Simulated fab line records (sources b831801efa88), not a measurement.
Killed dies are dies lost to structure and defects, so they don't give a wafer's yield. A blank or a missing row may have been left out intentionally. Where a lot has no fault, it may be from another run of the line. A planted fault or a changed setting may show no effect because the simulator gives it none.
fab line records ; flow sky130
[record] lots = 4; wafers = 12; lastDay = 48
route steps=708 shown VIA1@473 METAL2@483 VIA2@507 PAD_OPEN@708
lots that met no fault: taken from a fault-free run of the same line
startH: the number of hours between the record's first day and the start of the first shown wafer of the lot ; waitH: time in hours since the lot's previous step ; " repeats the value in the row above ; L1.1+2: several wafers, shown together as one row ; - no value, or no start given ; * or withheld: withheld ; < > ~ a bound
route shown NAME@n: names a module that has steps shown in the file, with the first one's number in the route ; usual: mean/standard deviation taken from wafers without a fault ; same: alike in all rows ; chamber/n: place in a boat ; sites: the reading at each site ; _std_site: the values' standard deviation ; _edge_site: mean of outer sites minus mean of inner sites ; radiusMm: how far each site lies from the wafer's centre ; mask NAME#n: copy n ; behind: tool/chamber where the wafer was last shaped ; hold: why the lot was held/for how many hours/how that ended ; device: whichever transistor did not switch (one of n, p or np) ; end of line: the same wafers' tests at the end of the route ; a step given without rows: its recipe and nothing more ; killed: count of dies lost to structure and defects at first sort (not the wafer's yield) ; map: dies across one wafer; x = killed, . = not, _ = none there
set.NAME: setting as actually run; set.NAME@STEP: the setting as run at that earlier step ; model.NAME: the simulator's own value behind a step, which no gauge read
lots at some steps of the route; a table a step, a row a wafer
services: a tool's chamber out of use, with start hour (startH, from the record's first day; less than 0 if before it), hours out, and reason
[[steps]]
[step SKY_VIA1_ETCH_15]
[recipe] target = SiO2; chemistry = C4F8/O2/Ar; targetDepthNm = 351; stopOn = TiN; maskMaterial = KrF-thick; sourceW = 1500; biasW = 1200; pressureMtorr = 40; c4f8FlowSccm = withheld; O2_flow_sccm = 6; Ar_flow_sccm = 300; timeS = 54
[step SKY_VIA1_STRIP_16]
[recipe] chemistry = O2/N2; powerW = 1400; pressureMtorr = 1500; platenTempC = withheld; o2FlowSccm = 3000; n2FlowSccm = 300; overashFraction = 0.5
[step SKY_VIA1_STRIP_17]
[recipe] chemistry = postEtchResidueRemover; timeS = 1200; tempC = 72.5
[step SKY_VIA1_CLEAN_18]
[recipe] chemistry = IPA; timeS = 180; tempC = 25
[step SKY_VIA1_CLEAN_19]
[recipe] chemistry = O3/DIW; dry = n2Spin
[step SKY_VIA1_SPUTTER_20]
[recipe] material = TiN; targetThkNm = 20; chamberPressurePa = 5; powerW = 4000; timeS = 80
[step SKY_VIA1_CVD_21]
[recipe] material = W; targetThkNm = 270; timeS = 80.902; tempC = 400; pressureTorr = 40
[step SKY_VIA1_CMP_24]
[recipe] stopOn = SiO2; tOverpolishS = 15; downForcePsi = 3.5; platenRpm = 60; targetThkNm = 0; padVelocityMS = 0.94248
[step SKY_METAL2_SPUTTER_00]
[recipe] material = Ti; targetThkNm = 15; powerW = 3000; timeS = 10; chamberPressurePa = 0.4
[step SKY_METAL2_SPUTTER_01]
[recipe] material = TiN; targetThkNm = 20; powerW = 6500; timeS = 16.7; chamberPressurePa = 0.4
[step SKY_METAL2_SPUTTER_02]
[recipe] material = AlCu; targetThkNm = 250; powerW = 10600; timeS = 13.3; chamberPressurePa = 0.4
[usual] throttleValvePct = 30.2/1.2
[same] timeS = 13.3
lot.wafer;tool;chamber;startH;waitH;throttleValvePct
L722.1;pvdSputter-02;-;815.99;0.0;31.0
L722.2;pvdSputter-02;-;815.99;0.0;29.0
L722.6;pvdSputter-02;-;815.99;0.0;30.6
L728.1;pvdSputter-01;-;850.45;0.0;30.2
L728.3;pvdSputter-01;-;850.45;0.0;31.3
L728.6;pvdSputter-01;-;850.45;0.0;28.5
L733.1;pvdSputter-01;-;890.90;0.0;28.5
L733.5;pvdSputter-01;-;890.90;0.0;32.3
L733.6;pvdSputter-01;-;890.90;0.0;30.2
L734.1;pvdSputter-01;-;894.50;0.0;28.6
L734.2;pvdSputter-01;-;894.50;0.0;30.1
L734.6;pvdSputter-01;-;894.50;0.0;31.3
[step SKY_METAL2_SPUTTER_03]
[recipe] material = Ti; targetThkNm = 5; powerW = 3000; timeS = 3.3; chamberPressurePa = 0.4
[step SKY_METAL2_SPUTTER_04]
[recipe] material = TiN; targetThkNm = 70; powerW = 6500; timeS = 58.3; chamberPressurePa = 0.4
[step SKY_METAL2_DEHYDRATE_07]
[recipe] tempC = 200; timeS = 60
[step SKY_METAL2_HMDS_08]
[recipe] primeTimeS = 60; primeTempC = 120
[step SKY_METAL2_COAT_09]
[recipe] resist = BARC; tempC = withheld; timeS = withheld; spinRpm = 3000; resistThkNm = 60
[step SKY_METAL2_COAT_10]
[recipe] resist = KrF-thick; spinRpm = 3000; resistThkNm = 450
[step SKY_METAL2_SOFTBAKE_11]
[recipe] tempC = 100; timeS = 90; resist = KrF-thick
[step SKY_METAL2_EXPOSE_12]
[recipe] maskId = MM2; na = 0.8; sourceShape = annular; sigmaInner = 0.55; sigmaOuter = 0.85; targetCdNm = 140; doseMj = 28
[step SKY_METAL2_PEB_13]
[recipe] pebTempC = withheld; pebTimeS = withheld; resist = KrF-thick
[step SKY_METAL2_DEVELOP_14]
[recipe] developTimeS = 60; resist = KrF-thick; devTempC = 21
[step SKY_METAL2_DESCUM_17]
[recipe] chemistry = O2; sourcePowerW = 150; biasPowerW = 0; pressureMtorr = 10; tempC = 40; timeS = 8
[step SKY_METAL2_ETCH_18]
[recipe] chemistry = N2/H2; target = BARC; ionEnergyEv = 200; biasW = 100; pressureMtorr = 30; n2FlowSccm = 100; h2FlowSccm = 200; icpW = 500; stopOn = SiO2; timeS = 45.9; targetDepthA = 600
[step SKY_METAL2_METAL_ETCH_19]
[recipe] targetDepthA = 3600; stopOn = SiO2; overEtchFrac = 0.3; timeS = 78; chemistry = Cl2/BCl3; resistSidewallDeg = 88; pressureMtorr = 10; icpW = 900; biasW = 48.5; Cl2_flow_sccm = 60; bcl3FlowSccm = 30
[step SKY_METAL2_STRIP_20]
[recipe] chemistry = O2/N2; powerW = 1400; pressureMtorr = 1500; platenTempC = withheld; o2FlowSccm = 3000; n2FlowSccm = 300; overashFraction = 0.5
[step SKY_METAL2_STRIP_21]
[recipe] chemistry = postEtchResidueRemover; timeS = 1200; tempC = 72.5
[step SKY_METAL2_CLEAN_22]
[recipe] chemistry = IPA; timeS = 180; tempC = 25
[step SKY_METAL2_CLEAN_23]
[recipe] chemistry = O3/DIW; dry = n2Spin
[step SKY_VIA2_HDPCVD_00]
[recipe] material = SiO2; targetThkNm = 1180; sigmaOpenFrac = 0.3; timeS = 196.7; tempC = 400; sih4FlowSccm = 60; pressureMtorr = 6
[step SKY_VIA2_CMP_02]
[recipe] material = SiO2; downForcePsi = 4; platenRpm = 60; padVelocityMS = 0.94248
[step SKY_VIA2_DEHYDRATE_04]
[recipe] tempC = 200; timeS = 60
[step SKY_VIA2_HMDS_05]
[recipe] primeTimeS = 60; primeTempC = 120
[step SKY_VIA2_COAT_06]
[recipe] resist = BARC; tempC = withheld; timeS = withheld; spinRpm = 3000; resistThkNm = 60
[step SKY_VIA2_COAT_07]
[recipe] resist = KrF-thick; spinRpm = 3000; resistThkNm = 450
[step SKY_PAD_OPEN_PROBE_99]
[usual] defectLimitedYield = 81.9/2; killed_at_M0_to_M3 = 43/6.5; killed_at_M4_up = 3.2/1.8; killedAtContacts = 26/5.2; killedAtFrontEnd = 16/4.8; killedAtOther = 0.3/0.6; killedDies = 89/9.6; killedOnRim = 17/3.7; killedOpen = 48/7.1; killedShort = 40/6.4; sort_bin_3_pad_short = 0.9/0.37; sort_bin_5_function = 10.7/1.4; sort_bin_6_memory = 6.5/1.2; sortNPass = 403/9.6; sortYieldPct = 81.9/2
[same] grossDies = 492; killedAtBackSide = 0; sort_bin_4_leakage[%] = 0; sort_bin_8_speed[%] = 0
lot.wafer;tool;chamber;startH;waitH;defectLimitedYield[%];killed_at_M0_to_M3;killed_at_M4_up;killedAtContacts;killedAtFrontEnd;killedAtOther;killedDies;killedOnRim;killedOpen;killedShort;sort_bin_3_pad_short[%];sort_bin_5_function[%];sort_bin_6_memory[%];sortNPass;sortYieldPct[%];model.etest.tester.sortNPass;model.etest.tester.sortYieldPct;model.etest.tester.sort_bin_5_pct;model.etest.tester.sort_bin_3_pct
L722.1;prober-02;-;1093.28;0.1;78.5;55;5;29;17;0;106;17;58;48;1.4;13.8;6.3;386;78.5;386;78.46;13.82;1.423
L722.2;prober-02;-;1093.33;0.1;84.6;40;2;25;8;1;76;15;41;34;1.8;7.7;5.9;416;84.6;416;84.55;7.724;1.829
L722.6;prober-02;-;1093.53;0.2;82.3;37;2;25;22;1;87;17;44;42;0.6;10.6;6.5;405;82.3;405;82.32;10.57;0.6098
L728.1;prober-01;-;1119.24;0.1;81.1;47;5;18;23;0;93;20;47;46;1.0;12.8;5.1;399;81.1;399;81.1;12.8;1.016
L728.3;prober-01;-;1119.34;0.2;82.1;36;5;31;15;1;88;17;48;39;0.6;9.6;7.7;404;82.1;404;82.11;9.553;0.6098
L728.6;prober-01;-;1119.49;0.2;83.7;32;3;26;19;0;80;7;42;37;0.8;9.3;6.1;412;83.7;412;83.74;9.35;0.813
L733.1;prober-02;-;1151.74;0.1;67.5;104;3;30;23;0;160;21;52;41;5.7;20.1;6.7;332;67.5;332;67.48;20.12;5.691
L733.5;prober-02;-;1151.94;0.2;80.5;42;5;32;17;0;96;21;50;44;1.2;11.2;7.1;396;80.5;396;80.49;11.18;1.22
L733.6;prober-02;-;1151.99;0.2;80.1;34;4;30;29;1;98;16;51;44;1.0;11.2;7.7;394;80.1;394;80.08;11.18;1.016
L734.1;prober-01;-;1154.06;0.1;71.5;95;4;24;15;2;140;18;40;32;4.9;16.9;6.7;352;71.5;352;71.54;16.87;4.878
L734.2;prober-01;-;1154.11;0.1;84.1;28;5;33;12;0;78;17;39;36;0;10.2;5.7;414;84.1;414;84.15;10.16;0
L734.6;prober-01;-;1154.31;0.2;81.3;45;5;31;11;0;92;16;52;40;1.2;11.6;5.9;400;81.3;400;81.3;11.59;1.22
// killed by level:class
L722.1 LI_CONTACT:geometricParticle:open=15 VIA1:geometricParticle:open=11 METAL2:geometricParticle:short=10 VIA1:geometricParticle:short=9 VIA2:geometricParticle:open=8 CONTACT:geometricParticle:open=6 POLY_GATE:geometricParticle:short=4 METAL3:geometricParticle:short=4
L722.2 CONTACT:geometricParticle:open=9 VIA1:geometricParticle:open=7 LI_CONTACT:geometricParticle:open=7 VIA2:geometricParticle:open=7 CONTACT:geometricParticle:short=6 METAL1:geometricParticle:short=5 VIA1:geometricParticle:short=5 METAL2:geometricParticle:short=4
L722.6 CONTACT:geometricParticle:open=9 VIA1:geometricParticle:open=8 POLY_GATE:geometricParticle:short=7 CONTACT:geometricParticle:short=7 VIA3:geometricParticle:open=7 VIA2:geometricParticle:open=7 FIELD_ISO:geometricParticle:short=5 LI_CONTACT:geometricParticle:short=4
L728.1 CONTACT:geometricParticle:open=9 METAL1:geometricParticle:short=8 FIELD_ISO:geometricParticle:open=7 VIA3:geometricParticle:open=7 VIA1:geometricParticle:short=7 VIA1:geometricParticle:open=7 FIELD_ISO:geometricParticle:short=6 VIA2:geometricParticle:open=6
L728.3 CONTACT:geometricParticle:open=11 VIA2:geometricParticle:open=8 LI_CONTACT:geometricParticle:open=7 VIA3:geometricParticle:open=6 LOCAL_INTERCONNECT:geometricParticle:short=5 CONTACT:geometricParticle:short=5 VIA1:geometricParticle:open=5 POLY_GATE:geometricParticle:short=4
L728.6 LI_CONTACT:geometricParticle:open=8 CONTACT:geometricParticle:open=7 FIELD_ISO:geometricParticle:open=6 FIELD_ISO:geometricParticle:short=5 METAL2:geometricParticle:short=5 METAL1:geometricParticle:short=5 METAL1:geometricParticle:open=4 LOCAL_INTERCONNECT:geometricParticle:short=4
L733.1 METAL2:unspecified=65 CONTACT:geometricParticle:open=9 FIELD_ISO:geometricParticle:open=8 LOCAL_INTERCONNECT:geometricParticle:short=8 VIA3:geometricParticle:open=7 VIA1:geometricParticle:open=6 CONTACT:geometricParticle:short=6 POLY_GATE:geometricParticle:open=5
L733.5 METAL2:geometricParticle:short=12 LI_CONTACT:geometricParticle:open=12 VIA1:geometricParticle:open=11 CONTACT:geometricParticle:open=8 LOCAL_INTERCONNECT:geometricParticle:short=5 FIELD_ISO:geometricParticle:open=4 POLY_GATE:geometricParticle:open=4 VIA1:geometricParticle:short=4
L733.6 CONTACT:geometricParticle:open=14 CONTACT:geometricParticle:short=9 FIELD_ISO:geometricParticle:open=8 FIELD_ISO:geometricParticle:short=7 POLY_GATE:geometricParticle:open=7 VIA3:geometricParticle:open=6 METAL1:geometricParticle:short=6 VIA2:geometricParticle:open=5
L734.1 METAL2:unspecified=67 LI_CONTACT:geometricParticle:open=12 VIA1:geometricParticle:open=6 POLY_GATE:geometricParticle:open=5 CONTACT:geometricParticle:open=5 VIA1:geometricParticle:short=4 FIELD_ISO:geometricParticle:short=3 CONTACT:geometricParticle:short=3
L734.2 LI_CONTACT:geometricParticle:open=12 CONTACT:geometricParticle:short=9 CONTACT:geometricParticle:open=7 VIA3:geometricParticle:short=6 FIELD_ISO:geometricParticle:open=4 VIA1:geometricParticle:open=4 VIA1:geometricParticle:short=4 METAL2:geometricParticle:short=4
L734.6 VIA1:geometricParticle:open=17 CONTACT:geometricParticle:open=10 LI_CONTACT:geometricParticle:open=7 VIA2:geometricParticle:open=6 LI_CONTACT:geometricParticle:short=5 CONTACT:geometricParticle:short=5 METAL1:geometricParticle:short=4 VIA2:geometricParticle:short=4
// map L733.1 (x killed, . not)
__________........x._________
________x.....xxx...xx_______
______.x...x...x........_____
_____........x...xxx.....____
____...x..x..xx....x..x...___
___.........x............x.__
__....xxx....x...x...x..x..x_
_...x..x...x.........x..x....
_..x..xxxxxxx........x..x.xxx
_.x..xxxxxxxx.x......xx.x...x
_.x.xxxxxxxxxxxx.......x.....
_...xxxxxxxxxx...........x.x.
_..xxxxxxxxxxx.x............x
_x.xxxxxxxxxxxx..........xx.x
_...xxxxxxxxx......x........x
__....x.xxx....xxx...xx...x._
___.x..x..x...x..x.x..x....__
____.......x...x..xx......___
_____.................xx.____
______..x.x...xx.x......_____
________...........x.x_______
__________....x....x_________
// map L734.1 (x killed, . not)
__________...x....x._________
________....x......xx._______
______...x..x..........._____
_____....x...........x..x____
____x..........xx......x..___
___..x...........x...xx....__
__.xx.x....x..xx......x....._
_.xx.....x..x....x.....x.....
_....x.xxxxx.xx..x......x....
_x..xxxxxxxx..x.......x......
_.x..xxxxxxxxx....x....xx....
_..xxxxxxxxxxx.....x..xxx....
_...xxxxxxxxxx.......x.xx..x.
_...xxxxxxxxxx..x........x...
_...xx.xxxxxxx.......x.......
__......x..xx....x....x.x..._
___.x..x.............x.x..x__
____xx....................___
_____....x..............x____
______.....x.xx........x_____
________.xx.xx........_______
__________.........x_________
[[services]]
tool;chamber;startH;hours;kind
pvdSputter-02;-;825.97;2.5;repair
pvdSputter-02;-;866.86;5.3;repair
pvdSputter-01;-;871.03;0.7;repair
[[key]]
[firstSign] step = SKY_PAD_OPEN_PROBE_99; reading = sort_bin_3_pad_short; direction = up; sigmas = 12; usual = 0.9; struck = 5.3
[effect] step = SKY_PAD_OPEN_PROBE_99; reading = killed_at_M0_to_M3; direction = up; sigmas = 8.6; usual = 43; struck = 100
[modelEffect] step = SKY_PAD_OPEN_PROBE_99; value = etest.tester.sortNPass; without = 401; struck = 342
metAt SKY_METAL2_SPUTTER_02
struckWafers L733.1,L734.1
onsetBetween 850.45 890.90
[fault] kind = chamberParticleSource; tool = pvdSputter-01; chamber = -; onsetH = 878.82; steps = SKY_METAL2_SPUTTER_02; ratePerVisitCm2 = 1.9244; endH = 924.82; scope = struckWafersOnly
